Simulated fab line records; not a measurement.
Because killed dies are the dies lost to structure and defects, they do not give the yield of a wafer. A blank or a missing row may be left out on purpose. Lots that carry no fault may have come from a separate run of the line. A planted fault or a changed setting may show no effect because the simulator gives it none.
Chamber matching -- flow gf180mcu -- 4 sister chambers for GF_CONTACT_ETCH_16 on rie diel-02
The step etches BARC in N2/H2. 8 wafers are shown with their chamber, then 7 later ones without.

== EACH WAFER AND ITS CHAMBER ==
wafer,chamber,drypump motor current A (A),throttle valve pct (%)
L116.1,1,5.5,13.218
L118.1,3,6.6,13.227
L118.4,2,5.2,13.229
L119.3,0,5.6,13.237
L119.5,2,5.2,13.232
L119.6,0,5.6,13.228
L121.1,3,6.5,13.219
L121.3,1,5.6,13.222

== WAFERS WITHOUT THEIR CHAMBER ==
wafer,drypump motor current A (A),throttle valve pct (%)
L121.4,5.2,13.228
L122.1,5.7,13.235
L122.3,5.3,13.239
L122.5,5.2,13.219
L133.1,6.5,13.234
L133.2,5.6,13.232
L133.3,5.6,13.240

== EACH ONE'S CHAMBER ==
wafer,from the rows above,in truth
L121.4,2,2
L122.1,0,0
L122.3,2,2
L122.5,2,2
L133.1,3,3
L133.2,0,0
L133.3,0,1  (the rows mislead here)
Correct placement for 6 of the 7. Not placeable from these rows: 0. Wrongly placed: 1.
How it was worked out, from the rows above alone: a wafer's distance from a chamber is the root of the sum, over the readings, of the square of ((its reading less the chamber's mean) divided by the reading's scatter). If the next closest chamber is less than 2 further off than the closest, the wafer can't be placed; otherwise it belongs to the closest. Each chamber's mean is taken over the wafers shown for it. The scatter is the square root of a quotient: the sum, over the shown wafers, of each reading's squared deviation from its chamber's mean, divided by wafers minus chambers.
